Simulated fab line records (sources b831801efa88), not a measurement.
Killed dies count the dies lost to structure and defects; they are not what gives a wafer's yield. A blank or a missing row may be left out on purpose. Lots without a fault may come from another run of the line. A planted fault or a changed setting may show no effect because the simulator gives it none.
Matching of chambers || flow sky130 || SKY_PASSIVATION_CVD_00 on pecvd-01 has 3 sister chambers
The step deposits SiO2, target thk 90 nm. 6 wafers are shown with their chamber, then 9 later ones without.

== WAFERS WITH THEIR CHAMBER ==
{"wafer": "L079.4", "chamber": 1, "heater-power-w (W)": 569}
{"wafer": "L083.2", "chamber": 2, "heater-power-w (W)": 647}
{"wafer": "L083.6", "chamber": 0, "heater-power-w (W)": 507}
{"wafer": "L086.1", "chamber": 1, "heater-power-w (W)": 640}
{"wafer": "L086.4", "chamber": 0, "heater-power-w (W)": 498}
{"wafer": "L086.6", "chamber": 2, "heater-power-w (W)": 595}

== WAFERS WHOSE CHAMBER IS MISSING ==
{"wafer": "L087.1", "heater-power-w (W)": 550}
{"wafer": "L087.2", "heater-power-w (W)": 640}
{"wafer": "L087.5", "heater-power-w (W)": 645}
{"wafer": "L090.2", "heater-power-w (W)": 679}
{"wafer": "L090.3", "heater-power-w (W)": 502}
{"wafer": "L090.4", "heater-power-w (W)": 512}
{"wafer": "L096.2", "heater-power-w (W)": 550}
{"wafer": "L096.3", "heater-power-w (W)": 616}
{"wafer": "L096.6", "heater-power-w (W)": 557}

== WHICH CHAMBER EACH ONE RAN IN ==
{"wafer": "L087.1", "from the rows above": "can't be placed: 0 or 1 or 2", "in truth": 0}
{"wafer": "L087.2", "from the rows above": "can't be placed: 2 or 1", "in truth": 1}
{"wafer": "L087.5", "from the rows above": "can't be placed: 2 or 1", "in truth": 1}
{"wafer": "L090.2", "from the rows above": "can't be placed: 2 or 1", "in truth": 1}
{"wafer": "L090.3", "from the rows above": 0, "in truth": 0}
{"wafer": "L090.4", "from the rows above": 0, "in truth": 0}
{"wafer": "L096.2", "from the rows above": "can't be placed: 0 or 1 or 2", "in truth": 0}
{"wafer": "L096.3", "from the rows above": "can't be placed: 2 or 1", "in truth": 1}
{"wafer": "L096.6", "from the rows above": "can't be placed: 1 or 0 or 2", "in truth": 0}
Correctly placed: 2 of 9. Not placeable from these rows: 7 (in 7, the candidates include the true chamber). Number placed wrongly: 0.
How it was worked out, from the rows above alone: a wafer's distance from a chamber is the root of the sum, over the readings, of the square of ((its reading less the chamber's mean) divided by the reading's scatter). If the next closest chamber is less than 2 further off than the closest, the wafer can't be placed; otherwise it belongs to the closest. For every chamber, the mean is computed from those of its wafers that are shown. The scatter: take each reading less its chamber's mean, square it, sum over the shown wafers, divide by the number of wafers less the number of chambers, and take the root.
